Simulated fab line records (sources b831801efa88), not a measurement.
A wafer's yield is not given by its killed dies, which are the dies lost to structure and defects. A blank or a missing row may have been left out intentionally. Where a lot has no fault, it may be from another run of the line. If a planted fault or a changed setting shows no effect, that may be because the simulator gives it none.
What tool caused it?	flow sky130	72 wafers from 24 lots sampled at 5 of the route's 708 steps

WHAT THE GAUGES READ, wafer by wafer
SKY_POLY_GATE_CD_MEAS_22.
lot	measured	on	cd_nm (nm)
L074	day 16 01:59	cd_sem-02	150 155 152
L075	day 16 16:32	cd_sem-01	148 154 151
L076	day 17 03:22	cd_sem-01	150 149 146
L077	day 17 10:14	cd_sem-01	148 147 153
L078	day 17 21:12	cd_sem-01	148 152 145
L079	day 18 10:22	cd_sem-02	152 151 152
L080	day 19 02:23	cd_sem-01	149 146 151
L081	day 19 07:24	cd_sem-01	143 152 153
L082	day 19 10:38	cd_sem-01	157 150 157
L083	day 20 15:23	cd_sem-01	154 157 158
L084	day 20 22:14	cd_sem-01	148 148 150
L085	day 21 01:46	cd_sem-01	154 156 153
L087	day 21 14:22	cd_sem-02	151 151 147
L086	day 21 15:19	cd_sem-01	154 149 152
L088	day 21 17:01	cd_sem-01	150 149 148
L089	day 22 05:56	cd_sem-02	149 148 151
L090	day 22 10:31	cd_sem-01	150 151 151
L091	day 23 03:44	cd_sem-01	146 148 145
L092	day 23 12:47	cd_sem-01	146 148 153
L093	day 23 13:40	cd_sem-01	154 154 151
L094	day 23 20:14	cd_sem-02	151 144 148
L095	day 24 06:30	cd_sem-02	150 148 147
L096	day 24 14:53	cd_sem-02	154 154 156
L097	day 24 23:02	cd_sem-02	156 158 156

SKY_METAL2_RS_MEAS_05: the measuring method here is four-point-probe.
lot	measured	on	METAL2_ALCU_RS (ohm/sq)
L074	day 33 07:17	film_metro-03	0.1291 0.1297 0.1288
L075	day 34 00:02	film_metro-03	0.1270 0.1268 0.1289
L076	day 34 14:02	film_metro-03	0.1270 0.1283 0.1278
L077	day 34 15:59	film_metro-02	0.1255 0.1281 0.1256
L078	day 34 23:32	film_metro-04	0.1300 0.1293 0.1293
L079	day 35 15:43	film_metro-03	0.1298 0.1304 0.1294
L080	day 36 07:56	film_metro-04	0.1275 0.1266 0.1282
L081	day 36 09:14	film_metro-02	0.1264 0.1288 0.1260
L082	day 36 12:34	film_metro-02	0.1292 0.1270 0.1275
L083	day 37 15:58	film_metro-02	0.1281 0.1251 0.1279
L084	day 37 21:01	film_metro-02	0.1275 0.1269 0.1279
L085	day 37 21:35	film_metro-03	0.1258 0.1277 0.1279
L087	day 38 06:02	film_metro-02	0.1268 0.1245 0.1274
L086	day 38 10:37	film_metro-04	0.1276 0.1298 0.1278
L088	day 38 10:55	film_metro-02	0.1283 0.1249 0.1268
L089	day 38 21:26	film_metro-04	0.1246 0.1291 0.1260
L090	day 39 04:15	film_metro-04	0.1294 0.1288 0.1269
L091	day 39 15:55	film_metro-03	0.1272 0.1286 0.1253
L092	day 39 22:08	film_metro-02	0.1305 0.1300 0.1279
L093	day 39 23:43	film_metro-02	0.1264 0.1286 0.1276
L094	day 40 04:53	film_metro-02	0.1272 0.1254 0.1256
L095	day 40 12:07	film_metro-03	0.1296 0.1270 0.1295
L096	day 40 19:44	film_metro-03	0.1246 0.1283 0.1251
L097	day 41 04:09	film_metro-04	0.1246 0.1246 0.1238

SKY_METAL2_OVL_MEAS_16.
lot	measured	on	METAL2_OVL (nm)
L074	day 34 10:56	overlay-02	-9 -2 -5
L075	day 35 03:50	overlay-02	-3 1 0
L076	day 35 16:29	overlay-01	-3 1 2
L077	day 35 20:16	overlay-02	-8 -6 -7
L078	day 36 03:22	overlay-02	-2 1 -3
L079	day 36 19:53	overlay-01	-8 -9 -12
L080	day 37 11:55	overlay-02	3 -6 -7
L081	day 37 13:11	overlay-01	-7 -15 -8
L082	day 37 16:23	overlay-01	-6 -8 -10
L083	day 38 17:50	overlay-01	4 4 5
L084	day 38 22:36	overlay-01	0 -1 -4
L085	day 38 23:59	overlay-02	-7 -11 -4
L087	day 39 06:43	overlay-01	-8 -7 -7
L086	day 39 12:12	overlay-01	-9 -1 1
L088	day 39 12:19	overlay-02	-4 -6 -4
L089	day 39 21:59	overlay-01	0 -2 -7
L090	day 40 05:29	overlay-02	3 -4 -4
L091	day 40 16:10	overlay-02	-3 0 -3
L092	day 40 22:53	overlay-02	-1 0 -2
L093	day 41 00:00	overlay-02	-8 -3 -9
L094	day 41 04:23	overlay-01	1 1 -2
L095	day 41 11:37	overlay-01	-2 -2 -4
L096	day 41 19:48	overlay-01	-2 -6 -5
L097	day 42 04:20	overlay-02	-9 -7 -7

TOOL THAT RAN EACH LOT (tool first, then ch and the chambers of the sampled wafers, then the start)
lot	SKY_VIA1_STRIP_16	SKY_METAL2_SPUTTER_01
L074	plasma_asher-02 ch 0, day 33 05:55	pvd_sputter-02, day 33 07:10
L075	plasma_asher-01 ch 0,1, day 33 22:40	pvd_sputter-02, day 33 23:55
L076	plasma_asher-01 ch 0,1, day 34 12:38	pvd_sputter-02, day 34 13:55
L077	plasma_asher-02 ch 0,1, day 34 14:36	pvd_sputter-03, day 34 15:49
L078	plasma_asher-02 ch 0,1, day 34 22:07	pvd_sputter-02, day 34 23:21
L079	plasma_asher-03 ch 0,1, day 35 14:16	pvd_sputter-02, day 35 15:36
L080	plasma_asher-02 ch 0,1, day 36 06:31	pvd_sputter-02, day 36 07:47
L081	plasma_asher-03 ch 0,1, day 36 07:49	pvd_sputter-03, day 36 09:07
L082	plasma_asher-02 ch 0,1, day 36 11:04	pvd_sputter-03, day 36 12:28
L083	plasma_asher-02 ch 0,1, day 37 14:29	pvd_sputter-01, day 37 15:50
L084	plasma_asher-01 ch 0,1, day 37 19:38	pvd_sputter-02, day 37 20:53
L085	plasma_asher-03 ch 0,1, day 37 20:11	pvd_sputter-01, day 37 21:28
L087	plasma_asher-01 ch 0,1, day 38 04:33	pvd_sputter-01, day 38 05:50
L086	plasma_asher-02 ch 0,1, day 38 09:13	pvd_sputter-03, day 38 10:29
L088	plasma_asher-03 ch 0,1, day 38 09:32	pvd_sputter-02, day 38 10:47
L089	plasma_asher-01 ch 0,1, day 38 18:56	pvd_sputter-02, day 38 21:19
L090	plasma_asher-03 ch 0,1, day 39 02:35	pvd_sputter-01, day 39 04:08
L091	plasma_asher-03 ch 0,1, day 39 14:33	pvd_sputter-02, day 39 15:46
L092	plasma_asher-02 ch 0,1, day 39 20:44	pvd_sputter-01, day 39 22:01
L093	plasma_asher-03 ch 0,1, day 39 22:16	pvd_sputter-02, day 39 23:35
L094	plasma_asher-02 ch 0,1, day 40 03:32	pvd_sputter-03, day 40 04:46
L095	plasma_asher-03 ch 0,1, day 40 10:44	pvd_sputter-01, day 40 11:58
L096	plasma_asher-03 ch 0,1, day 40 18:20	pvd_sputter-01, day 40 19:37
L097	plasma_asher-02 ch 0,1, day 41 02:46	pvd_sputter-01, day 41 04:01
- SKY_VIA1_STRIP_16: strips in O2/N2.
- SKY_METAL2_SPUTTER_01: material TiN, target thk 20 nm, time 16.7 s.

AS READ BY THE TOOLS THEMSELVES (means over the sampled wafers that have a number; for cases with no such wafer, the mark the record gives instead)
SKY_VIA1_STRIP_16.
lot	tool	drypump_motor_current_A (A)	oes_product_au (a.u.)	strip_time_to_endpoint_s (s)
L074	plasma_asher-02	6.3	0.411	4.434
L075	plasma_asher-01	5.3	0.412	4.448
L076	plasma_asher-01	5.4	0.417	4.446
L077	plasma_asher-02	6.0	0.419	4.464
L078	plasma_asher-02	6.0	0.414	4.473
L079	plasma_asher-03	5.7	0.421	4.484
L080	plasma_asher-02	6.1	0.411	4.461
L081	plasma_asher-03	5.5	0.417	4.469
L082	plasma_asher-02	6.0	0.419	4.462
L083	plasma_asher-02	6.0	0.414	4.442
L084	plasma_asher-01	5.3	0.418	4.437
L085	plasma_asher-03	5.6	0.417	4.483
L087	plasma_asher-01	5.3	0.414	4.445
L086	plasma_asher-02	6.1	0.416	4.459
L088	plasma_asher-03	5.7	0.417	4.466
L089	plasma_asher-01	5.3	0.420	4.456
L090	plasma_asher-03	5.6	0.424	4.484
L091	plasma_asher-03	5.5	0.416	4.484
L092	plasma_asher-02	6.0	0.413	4.472
L093	plasma_asher-03	5.5	0.417	4.480
L094	plasma_asher-02	6.2	0.415	4.455
L095	plasma_asher-03	5.5	0.417	4.469
L096	plasma_asher-03	5.6	0.414	4.439
L097	plasma_asher-02	6.2	0.415	4.490

SKY_METAL2_SPUTTER_01.
lot	tool	throttle_valve_pct (%)
L074	pvd_sputter-02	30.6
L075	pvd_sputter-02	29.9
L076	pvd_sputter-02	30.5
L077	pvd_sputter-03	30.3
L078	pvd_sputter-02	30.1
L079	pvd_sputter-02	30.5
L080	pvd_sputter-02	29.7
L081	pvd_sputter-03	30.3
L082	pvd_sputter-03	30.4
L083	pvd_sputter-01	30.0
L084	pvd_sputter-02	29.8
L085	pvd_sputter-01	30.8
L087	pvd_sputter-01	29.1
L086	pvd_sputter-03	30.4
L088	pvd_sputter-02	30.0
L089	pvd_sputter-02	30.2
L090	pvd_sputter-01	30.6
L091	pvd_sputter-02	30.3
L092	pvd_sputter-01	30.5
L093	pvd_sputter-02	30.3
L094	pvd_sputter-03	30.5
L095	pvd_sputter-01	30.8
L096	pvd_sputter-01	30.2
L097	pvd_sputter-01	29.4

THE ANSWER, worked out from the rows above alone
Rule: the lots themselves supply what counts as usual. Put in order of their means at a reading, lots are off if they are a third of the lots or fewer, leave a main group of 4 or more, and stand apart from it by a gap of 3 or more times the standard deviation of the main group's means; of several such gaps the widest counts. A main group is skipped when, at the precision printed for the reading in the tables above, its means are all equal. Also off: a lot with no number at a reading for which 4 or more lots have one. Any other lot the step has rows for is counted as sound. Order of review: gauges by route order, followed by the tools' own readings, for which a lot's mean as printed above is used. At the first step where some lot is off, the reading lying furthest off is the one used; lots without a number count as furthest.
Nothing can be told from this: no lot is off at any reading shown.

WHAT HAD BEEN PUT IN BY THE SIMULATOR
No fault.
